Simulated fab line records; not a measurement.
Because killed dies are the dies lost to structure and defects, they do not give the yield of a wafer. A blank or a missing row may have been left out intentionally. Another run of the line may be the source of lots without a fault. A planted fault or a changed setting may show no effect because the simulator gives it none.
The tool behind it: which one? -- flow gf180mcu -- 11 lots with 33 wafers sampled at 6 steps, on a route of 602 steps

WHAT THE GAUGES SHOWED, per wafer
GF_V4_THK_MEAS_01.
lot,measured,on,V4_CVD_00_THK (nm)
L480,day 23 12:31,film-metro-02,593 592 588
L483,day 24 18:41,film-metro-04,596 592 601
L484,day 25 04:20,film-metro-04,601 602 599
L489,day 26 22:30,film-metro-02,591 593 597
L490,day 27 08:22,film-metro-01,591 596 593
L491,day 27 16:35,film-metro-02,600 601 611
L497,day 29 08:25,film-metro-01,612 601 610
L498,day 29 11:41,film-metro-02,591 599 596
L499,day 29 21:42,film-metro-01,603 597 593
L501,day 30 07:40,film-metro-02,588 608 600
L502,day 30 15:41,film-metro-01,590 601 601

GF_V4_BOW_MEAS_05.
lot,measured,on,V4_BOW (um)
L480,day 23 13:00,film-metro-01,119 113 125
L483,day 24 19:11,film-metro-01,138 130 129
L484,day 25 04:49,film-metro-02,155 152 134
L489,day 26 22:59,film-metro-01,159 148 152
L490,day 27 08:52,film-metro-04,148 153 136
L491,day 27 17:11,film-metro-02,150 143 142
L497,day 29 09:01,film-metro-02,130 132 136
L498,day 29 12:11,film-metro-01,129 130 124
L499,day 29 22:11,film-metro-01,144 134 136
L501,day 30 08:28,film-metro-01,128 134 117
L502,day 30 16:11,film-metro-01,133 144 137

GF_V4_OVL_MEAS_15.
lot,measured,on,V4_OVL (nm)
L480,day 24 11:31,overlay-01,-8 -1 -7
L483,day 25 16:47,overlay-01,9 10 5
L484,day 26 02:05,overlay-01,2 11 -2
L489,day 27 18:58,overlay-02,14 11 12
L490,day 28 04:43,overlay-02,7 5 3
L491,day 28 13:14,overlay-01,6 4 3
L497,day 30 04:25,overlay-01,-6 -8 -4
L498,day 30 07:53,overlay-02,-2 1 1
L499,day 30 16:34,overlay-02,8 5 0
L501,day 31 02:13,overlay-01,3 5 12
L502,day 31 09:38,overlay-01,12 15 12

GF_MIM_RS_MEAS_10: uses a four-point probe to measure.
lot,measured,on,MIM_ALCU_RS (ohm/sq)
L480,day 24 13:52,film-metro-01,0.1606 0.1610 0.1610
L483,day 25 18:36,film-metro-01,0.1624 0.1609 0.1611
L484,day 26 03:54,film-metro-03,0.1583 0.1617 0.1588
L489,day 27 20:53,film-metro-03,0.1623 0.1909 0.1622
L490,day 28 06:31,film-metro-01,0.1591 0.1878 0.1627
L491,day 28 15:10,film-metro-03,0.1618 0.1640 0.1889
L497,day 30 06:34,film-metro-03,0.1585 0.1611 0.1570
L498,day 30 09:47,film-metro-03,0.1591 0.1596 0.1604
L499,day 30 18:22,film-metro-04,0.1628 0.1629 0.1638
L501,day 31 04:03,film-metro-03,0.1619 0.1582 0.1583
L502,day 31 11:26,film-metro-03,0.1622 0.1615 0.1619

GF_MIM_THK_MEAS_11: measures by xrf.
lot,measured,on,MIM_ALCU_THK (nm)
L480,day 24 13:59,film-metro-01,197.5 196.9 195.8
L483,day 25 18:43,film-metro-01,196.7 199.6 198.0
L484,day 26 04:01,film-metro-03,201.0 196.8 199.9
L489,day 27 21:00,film-metro-03,196.0 168.7 195.8
L490,day 28 06:38,film-metro-01,201.1 170.7 198.2
L491,day 28 15:17,film-metro-03,196.3 195.1 170.6
L497,day 30 06:41,film-metro-03,200.0 196.4 201.6
L498,day 30 09:54,film-metro-03,199.3 198.6 198.1
L499,day 30 18:29,film-metro-04,195.7 194.9 193.3
L501,day 31 04:10,film-metro-03,195.3 199.6 200.5
L502,day 31 11:34,film-metro-03,195.1 195.4 195.5

WHAT TOOL EACH LOT RAN ON (gives the tool, then ch and the chambers of the sampled wafers, and finally the start)
lot,GF_MIM_SPUTTER_08
L480,"pvd-sputter-03, day 24 13:49"
L483,"pvd-sputter-02, day 25 18:32"
L484,"pvd-sputter-04, day 26 03:50"
L489,"pvd-sputter-02, day 27 20:50"
L490,"pvd-sputter-02, day 28 06:28"
L491,"pvd-sputter-02, day 28 15:07"
L497,"pvd-sputter-04, day 30 06:31"
L498,"pvd-sputter-03, day 30 09:43"
L499,"pvd-sputter-04, day 30 18:19"
L501,"pvd-sputter-04, day 31 04:00"
L502,"pvd-sputter-02, day 31 11:23"
- GF_MIM_SPUTTER_08: material AlCu, target thk 200 nm, time 10.6 s.

WHAT THE TOOLS THEMSELVES READ (means of the sampled wafers that have a number; where no wafer has one, the mark that the record gives instead)
GF_MIM_SPUTTER_08.
lot,tool,cathode-dc-power-W (W),throttle-valve-pct (%)
L480,pvd-sputter-03,10601,30.3
L483,pvd-sputter-02,10600,30.5
L484,pvd-sputter-04,10599,29.8
L489,pvd-sputter-02,10113,31.1
L490,pvd-sputter-02,10113,31.1
L491,pvd-sputter-02,10112,30.6
L497,pvd-sputter-04,10601,30.5
L498,pvd-sputter-03,10599,30.9
L499,pvd-sputter-04,10598,30.4
L501,pvd-sputter-04,10601,29.6
L502,pvd-sputter-02,10601,30.3

THE ANSWER, worked out from the rows above alone
Rule: usual is defined by the lots themselves. The widest of any qualifying gaps counts: lots, ordered by their means at a reading, are off when they make up no more than a third of the lots, leave a main group of 4 or more, and stand apart from it by 3 or more times the standard deviation of that group's means. A main group whose means are all the same, to the digits that the tables above print for the reading, isn't used. A lot without any number at a reading at which 4 lots or more have one is off too. Any other lot the step has rows for is counted as sound. After the gauges, taken in route order, come the tools' own readings; for these a lot's mean is taken, as printed above. The first step at which some lot is off is used, and at that step the reading that is off furthest; a lot without a number counts as furthest.
Off: L489, L490, L491, seen at GF_MIM_RS_MEAS_10 (MIM_ALCU_RS). The main group has a mean of 0.1606 ohm/sq with a standard deviation of 0.0014.
If a tool, at a process step before that reading, ran all the lots that are off and no sound lot after the first of them, it fits. Not tried: the gauges at GF_MIM_RS_MEAS_10; whatever is off there is also off at GF_MIM_SPUTTER_08, on other tools, and gauge error can't account for it. Not one of the candidates tried fits.

WHAT HAD BEEN PUT IN BY THE SIMULATOR
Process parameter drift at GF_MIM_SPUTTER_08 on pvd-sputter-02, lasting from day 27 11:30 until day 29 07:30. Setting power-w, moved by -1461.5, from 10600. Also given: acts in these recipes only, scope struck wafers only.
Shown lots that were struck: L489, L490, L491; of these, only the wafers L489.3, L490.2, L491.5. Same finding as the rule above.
